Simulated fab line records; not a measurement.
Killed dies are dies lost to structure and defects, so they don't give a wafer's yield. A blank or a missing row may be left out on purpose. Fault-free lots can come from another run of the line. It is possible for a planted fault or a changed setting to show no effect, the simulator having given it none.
Which tool did it? ; flow gf180mcu ; 14 lots, 42 wafers sampled, at 4 steps of a route of 602

WHAT EACH GAUGE READ, for each wafer
GF_V1_RS_MEAS_24: measurement is done with a four-point probe. Usual: for V1_W_RS the level is 0.329 ohm/sq and the standard deviation is 0.0034.
lot;measured;on;V1_W_RS (ohm/sq);flag
L276;day 18 23:22;film-metro-01;0.333 0.329 0.335;
L278;day 19 15:17;film-metro-01;0.332 0.330 0.332;
L279;day 19 23:19;film-metro-01;0.329 0.329 0.326;
L280;day 20 05:50;film-metro-03;0.331 0.336 0.331;
L281;day 20 16:17;film-metro-03;0.332 0.331 0.329;
L282;day 21 06:43;film-metro-01;0.328 0.325 0.325;
L283;day 21 15:01;film-metro-03;0.325 0.329 0.326;
L285;day 22 07:20;film-metro-03;0.329 0.326 0.325;
L296;day 26 01:25;film-metro-01;0.326 0.328 0.332;
L297;day 26 03:41;film-metro-04;0.324 0.328 0.329;
L298;day 26 11:34;film-metro-04;0.331 0.333 0.332;
L299;day 26 15:47;film-metro-01;0.327 0.330 0.325;

WHICH TOOL RAN EACH LOT (tool, then ch and the chambers of the sampled wafers, then the start)
lot;GF_DUAL_GATE_OXIDATION_15;GF_SAB_STRIP_13;GF_V1_CVD_23
L276;furnace-01 ch 0, day 8 18:50;plasma-asher-02 ch 0,1, day 15 19:14;cvd-w-02 ch 0,1, day 18 23:15
L278;furnace-02 ch 0, day 9 05:58;plasma-asher-02 ch 0,1, day 16 10:53;cvd-w-02 ch 0,1, day 19 15:11
L279;furnace-01 ch 0, day 9 12:35;plasma-asher-03 ch 0,1, day 16 17:51;cvd-w-01 ch 0,1, day 19 23:11
L280;furnace-01 ch 0, day 9 17:03;plasma-asher-02 ch 0,1, day 16 23:58;cvd-w-01 ch 0,1, day 20 05:43
L281;furnace-01 ch 0, day 10 02:46;plasma-asher-01 ch 0, day 17 10:26;cvd-w-01 ch 1, day 20 16:09
L282;furnace-01 ch 0, day 10 11:17;plasma-asher-01 ch 0,1, day 17 23:50;cvd-w-01 ch 0,1, day 21 06:35
L283;furnace-02 ch 0, day 10 18:13;plasma-asher-01 ch 0,1, day 18 07:24;cvd-w-01 ch 0,1, day 21 14:54
L285;furnace-02 ch 0, day 11 06:45;plasma-asher-03 ch 0,1, day 19 00:01;cvd-w-01 ch 0, day 22 07:13
L288;furnace-02, day 12 04:17;-;-
L289;furnace-02, day 12 09:13;-;-
L296;furnace-02 ch 0, day 14 15:20;plasma-asher-02 ch 1, day 23 01:11;cvd-w-02 ch 0,1, day 26 01:18
L297;furnace-01 ch 0, day 14 19:08;plasma-asher-03 ch 0, day 23 04:01;cvd-w-01 ch 0,1, day 26 03:32
L298;furnace-02 ch 0, day 15 00:50;plasma-asher-03 ch 0,1, day 23 11:38;cvd-w-02 ch 0,1, day 26 11:26
L299;furnace-02 ch 0, day 15 09:11;plasma-asher-02 ch 1, day 23 16:37;cvd-w-01 ch 0,1, day 26 15:39
- GF_DUAL_GATE_OXIDATION_15: stabilise 600 s, purge 300 s, target thk 7.098 nm.
- GF_SAB_STRIP_13: strips in O2/N2.
- GF_V1_CVD_23: deposits W, target thk 350 nm, time 105.05 s.

WHAT THE TOOLS THEMSELVES READ (means of the sampled wafers that have a number; where no wafer has one, the mark that the record gives instead)
GF_DUAL_GATE_OXIDATION_15. Usual: ox-temp-c 850.0 C, standard deviation 0.37; ox-temp-c-max 853.8, standard deviation 1.3; zone-power-top-pct 30.2 %, standard deviation 2.7.
lot;tool;ox-temp-c (C);ox-temp-c-max;zone-power-top-pct (%);flag
L276;furnace-01;850.1;853.1;33.0;
L278;furnace-02;850.1;855.1;27.9;
L279;furnace-01;850.1;852.5;33.2;
L280;furnace-01;850.1;852.6;32.8;
L281;furnace-01;849.7;852.4;33.2;
L282;furnace-01;850.1;852.8;32.7;
L283;furnace-02;850.1;855.2;27.8;
L285;furnace-02;850.7;855.5;27.9;
L288;furnace-02;-;-;-;OFF
L289;furnace-02;-;-;-;OFF
L296;furnace-02;850.4;855.2;27.8;
L297;furnace-01;850.1;853.1;33.6;
L298;furnace-02;850.0;854.6;27.4;
L299;furnace-02;850.3;855.6;27.3;

GF_SAB_STRIP_13. Usual: drypump-motor-current-A 5.6 A, standard deviation 0.34; heater-power-w 338 W, standard deviation 34; oes-product-au 0.710 a.u., standard deviation 0.0042; strip-time-to-endpoint-s 12.61 s, standard deviation 0.042.
lot;tool;drypump-motor-current-A (A);heater-power-w (W);oes-product-au (a.u.);strip-time-to-endpoint-s (s);flag
L276;plasma-asher-02;5.6;351;0.710;12.65;
L278;plasma-asher-02;5.9;354;0.707;12.61;
L279;plasma-asher-03;5.6;296;0.710;12.57;
L280;plasma-asher-02;5.9;351;0.717;12.62;
L281;plasma-asher-01;5.6;390;0.708;12.60;
L282;plasma-asher-01;5.5;363;0.707;12.62;
L283;plasma-asher-01;5.5;372;0.708;12.64;
L285;plasma-asher-03;5.6;314;0.707;12.57;
L296;plasma-asher-02;6.2;378;0.712;12.61;
L297;plasma-asher-03;5.7;332;0.715;12.53;
L298;plasma-asher-03;5.6;318;0.708;12.56;
L299;plasma-asher-02;6.2;378;0.708;12.60;

GF_V1_CVD_23. Usual: chamber-pressure-Torr 40.00 Torr, standard deviation 0.09; heater-power-w 922 W, standard deviation 130; susceptor-temp-C 400.00 C, standard deviation 0.21.
lot;tool;chamber-pressure-Torr (Torr);heater-power-w (W);susceptor-temp-C (C);flag
L276;cvd-w-02;39.98;1015;399.96;
L278;cvd-w-02;39.95;1033;400.00;
L279;cvd-w-01;40.05;802;400.02;
L280;cvd-w-01;40.03;772;400.07;
L281;cvd-w-01;39.84;811;400.19;
L282;cvd-w-01;39.99;779;400.06;
L283;cvd-w-01;40.03;813;399.99;
L285;cvd-w-01;39.94;733;399.85;
L296;cvd-w-02;40.11;1024;400.08;
L297;cvd-w-01;40.00;773;400.06;
L298;cvd-w-02;39.93;1024;399.83;
L299;cvd-w-01;39.99;797;400.03;

THE ANSWER, worked out from the rows above alone
Rule: take the mean of a lot's wafers that have a number; if it is more than 3 standard deviations from the usual mean, the lot is off. A lot without any number at a reading at which 4 lots or more have one is off too. Where the step has rows for the other lots, those lots are counted as sound. First the gauges in route order, then the tools' own readings, where a lot's mean is used as printed above. The first step at which some lot is off is used, and at that step the reading that is off furthest; a lot without a number counts as furthest.
Off at GF_DUAL_GATE_OXIDATION_15 (ox-temp-c): L288, L289. Without a number there: L288, L289.
If a tool, at that step or one of the process steps before it, ran each lot that is off and ran no sound lot following the first of them, it fits. No candidate that was tried fits.

WHAT HAD BEEN PUT IN BY THE SIMULATOR
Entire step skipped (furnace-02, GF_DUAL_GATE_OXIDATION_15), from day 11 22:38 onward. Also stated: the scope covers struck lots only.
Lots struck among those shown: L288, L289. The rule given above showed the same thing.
